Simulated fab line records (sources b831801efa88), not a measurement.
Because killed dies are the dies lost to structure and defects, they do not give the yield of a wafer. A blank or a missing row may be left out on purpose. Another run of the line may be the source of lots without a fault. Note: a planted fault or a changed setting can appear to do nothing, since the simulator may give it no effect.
Which tool is to blame? | flow gf180mcu | 6 lots with 18 wafers sampled at 3 steps, on a route of 602 steps

## WHAT THE GAUGES SHOWED, per wafer
GF_M3_CD_MEAS_14 targets a cd of 280 nm.
lot  | measured     | on        | cd nm (nm)
L778 | day 22 03:51 | cd sem-01 | 279.3 278.7 279.2
L781 | day 23 06:38 | cd sem-02 | 278.5 279.8 279.0
L786 | day 25 09:46 | cd sem-02 | 280.9 280.7 281.3
L788 | day 26 00:47 | cd sem-02 | 280.6 280.5 280.7
L791 | day 26 12:18 | cd sem-02 | 267.4 269.3 262.8
L798 | day 29 10:59 | cd sem-02 | 279.1 279.0 278.6

## TOOL THAT RAN EACH LOT (tool first, then ch and the chambers of the sampled wafers, then the start)
lot  | GF_SALICIDE_SPUTTER_03       | GF_M3_EXPOSE_11
L778 | pvd sputter-01, day 15 21:56 | krf scanner-02 ch 0, day 21 16:56
L781 | pvd sputter-02, day 17 00:52 | krf scanner-01 ch 0, day 22 19:54
L786 | pvd sputter-03, day 19 07:57 | krf scanner-01 ch 0, day 24 23:28
L788 | pvd sputter-03, day 20 00:00 | krf scanner-02 ch 0, day 25 14:26
L791 | pvd sputter-01, day 20 15:01 | krf scanner-01 ch 0, day 26 02:10
L798 | pvd sputter-01, day 23 21:53 | krf scanner-02 ch 0, day 29 01:36
- GF_SALICIDE_SPUTTER_03: material TiN, target thk 20 nm, time 16.7 s.
- GF_M3_EXPOSE_11: exposes mask Metal3, target cd 280 nm.

## THE ANSWER, worked out from the rows above alone
Rule: the lots themselves supply what counts as usual. The widest of any qualifying gaps counts: lots, ordered by their means at a reading, are off when they make up no more than a third of the lots, leave a main group of 4 or more, and stand apart from it by 3 or more times the standard deviation of that group's means. The tables above print the reading to a certain number of digits; a main group whose means all agree to those digits is not used. Also off: a lot with no number at a reading for which 4 or more lots have one. Where the step has rows for the other lots, those lots are counted as sound.
Off: L791, at GF_M3_CD_MEAS_14 (cd nm). Main group: mean 279.7 nm, sd 0.87.
If a tool, at a process step before that reading, ran all the lots that are off and no sound lot after the first of them, it fits. The gauges at GF_M3_CD_MEAS_14 are tried like those tools. One fits: krf scanner-01 at GF_M3_EXPOSE_11. A fault onset in the window from L786 (day 24 23:28, its last sound lot) to L791 (day 26 02:10, its first lot off) fits.

## WHAT WAS PUT IN BY THE SIMULATOR
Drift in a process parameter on krf scanner-01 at GF_M3_EXPOSE_11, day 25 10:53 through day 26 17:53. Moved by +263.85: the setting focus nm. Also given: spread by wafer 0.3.
Lots struck among those shown: L791. The rule above found the same.
